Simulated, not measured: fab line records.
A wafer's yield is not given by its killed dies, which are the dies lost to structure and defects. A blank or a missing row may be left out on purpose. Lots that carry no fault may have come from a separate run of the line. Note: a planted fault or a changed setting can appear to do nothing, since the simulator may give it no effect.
A struck lot beside a sound one + flow gf180mcu + 22 steps out of a route of 602
Sound: the wafers L360.2, L360.4, L360.5. The struck wafers were L369.2, L369.5, L369.6. The cause is given at the end.
At each step with rows: each side's tool, then ch and its chambers, then its first start. Under that, the readings that differ: sound wafers + struck wafers + difference of the means + sigmas: that difference in standard deviations of wafers without a fault.
alike: words and numbers the same on both sides, and readings whose means are apart by under 2 such deviations; not compared: readings that were withheld, readings missing a value for some wafer, numbers with overlapping values and no deviation given by the record, and bounds like >300 which may hide the same value.
The two part at a step that has a row with sigmas, a row that says differs or no value, or rows on one side only. Non-overlapping numbers with no deviation appear without sigmas and do not part them. A reading that every wafer of one side lacks parts them only if that side has two wafers or more.

first, 1 step without rows for these wafers: GF_SALICIDE_WET_ETCH_07 (etches the open film in SPM, target depth 120 nm).
GF_SALICIDE_RTA_08: time 30 s.
  sound on rtp_anneal-01 ch 0, day 15 06:20; struck on rtp_anneal-02 ch 0, day 18 23:58
  alike: lamp_power_pct, wafer_temp_C_max
then, 1 step without rows for these wafers: GF_CONTACT_CVD_00 (deposits SiO2, target thk 300 nm, time 50 s).
GF_CONTACT_THK_MEAS_01:
  sound on film_metro-02, day 15 06:28; struck on film_metro-01, day 19 00:07
| reading                 | sound       | struck      | difference | sigmas |
|-------------------------|-------------|-------------|------------|--------|
| CONTACT_CVD_00_THK (nm) | 297 295 294 | 305 304 305 | +9         | +3     |
GF_CONTACT_CVD_02: deposits SiO2 from TEOS, target thk 860 nm, time 95.992 s.
  sound on pecvd-03 ch 0,1, day 15 06:31; struck on pecvd-04 ch 0,2, day 19 00:10
  alike: heater_power_w
GF_CONTACT_THK_MEAS_03:
  sound on film_metro-01, day 15 06:36; struck on film_metro-03, day 19 00:14
  alike: CONTACT_CVD_02_THK
GF_CONTACT_CMP_04: polishes SiO2.
  sound on cmp-02 ch 0,2,3, day 15 06:45; struck on cmp-01 ch 0,1,2, day 19 00:26
  alike: motor_current_A, time_to_endpoint_s
GF_CONTACT_BOW_MEAS_05:
  sound on film_metro-02, day 15 06:58; struck on film_metro-02, day 19 00:37
  alike: CONTACT_BOW
then, 4 steps without rows for these wafers: GF_CONTACT_DEHYDRATE_06 (time 60 s); GF_CONTACT_HMDS_07 (prime time 60 s); GF_CONTACT_COAT_08; GF_CONTACT_COAT_09 (resist thk 1000 nm).
GF_CONTACT_SOFTBAKE_10: time 60 s.
  sound on litho_track-03 ch 0, day 15 17:00; struck on litho_track-03 ch 0, day 19 12:00
| reading                                  | sound                | struck               | difference | sigmas      |
|------------------------------------------|----------------------|----------------------|------------|-------------|
| heater_power_total_W (W)                 | 93.08 93.07 93.03    | 108.00 107.93 108.09 | +14.95     | +99 or more |
| plate_temp_C (C)                         | 130.14 130.11 130.04 | 145.77 145.75 145.82 | +15.68     | +99 or more |
| model.KrF_of_CONTACT_COAT_09.thk_nm (nm) | 995.8 999.2 1000     | 988.3 982.2 985.5    | -13.0      |             |
then, 2 steps without rows for these wafers: GF_CONTACT_EXPOSE_11 (exposes mask Contact, target cd 220 nm); GF_CONTACT_PEB_12 (peb time 90 s).
GF_CONTACT_DEVELOP_13: develop time 60 s.
  sound on litho_track-02 ch 0, day 16 04:45; struck on litho_track-02 ch 0, day 20 00:15
| reading                                  | sound             | struck            | difference | sigmas |
|------------------------------------------|-------------------|-------------------|------------|--------|
| model.KrF_of_CONTACT_COAT_09.thk_nm (nm) | 980.9 984.3 985.1 | 973.7 967.6 970.8 | -12.7      |        |
GF_CONTACT_CD_MEAS_14 targets a cd of 220 nm.
  sound on cd_sem-02, day 16 04:53; struck on cd_sem-02, day 20 00:23
| reading    | sound             | struck            | difference | sigmas |
|------------|-------------------|-------------------|------------|--------|
| cd_nm (nm) | 221.6 219.9 221.2 | 284.6 285.3 285.4 | +64.2      | +32    |
GF_CONTACT_OVL_MEAS_15:
  sound on overlay-02, day 16 05:00; struck on overlay-02, day 20 00:30
  alike: CONTACT_OVL
GF_CONTACT_ETCH_16: etches BARC in N2/H2.
  sound on rie_diel-03 ch 0,2,3, day 16 05:02; struck on rie_diel-04 ch 0,1,3, day 20 00:32
| reading                  | sound             | struck          | difference | sigmas |
|--------------------------|-------------------|-----------------|------------|--------|
| model.CONTACT.cd_nm (nm) | 222.1 221.2 220.6 | 283.7 284.8 285 | +63.2      |        |
  alike: drypump_motor_current_A, oes_product_au, throttle_valve_pct
GF_CONTACT_ETCH_17: etches SiO2 in C4F8/O2/Ar, stops on CoSi2, target depth 860 nm.
  sound: rie_diel-03 ch 0,2,3; struck: rie_diel-04 ch 0,1,3
| reading                  | sound             | struck          | difference | sigmas |
|--------------------------|-------------------|-----------------|------------|--------|
| model.CONTACT.cd_nm (nm) | 221.3 219.9 219.7 | 283.8 285.3 285 | +64.4      |        |
  alike: oes_product_au
GF_CONTACT_STRIP_18: strips in O2/N2.
  sound on plasma_asher-03 ch 0,1, day 16 05:11; struck on plasma_asher-03 ch 0,1, day 20 00:41
  alike: drypump_motor_current_A, heater_power_w, oes_product_au
  not compared: rf_hours_counter_h
-- the record jumps here: 12 days lie between the struck wafers' starts before and after (it left off in module CONTACT and takes up again in module PASSIVATION, whose first step shown is number 602 of the route) --
GF_PASSIVATION_PROBE_99:
  only the struck wafers here have rows in the record (prober-01, day 31 23:52); the sound ones have none

== WHERE THEY PART ==
Last at GF_PASSIVATION_PROBE_99 as far as this record goes, first at GF_CONTACT_THK_MEAS_01.

WHY: whatever the simulator had introduced
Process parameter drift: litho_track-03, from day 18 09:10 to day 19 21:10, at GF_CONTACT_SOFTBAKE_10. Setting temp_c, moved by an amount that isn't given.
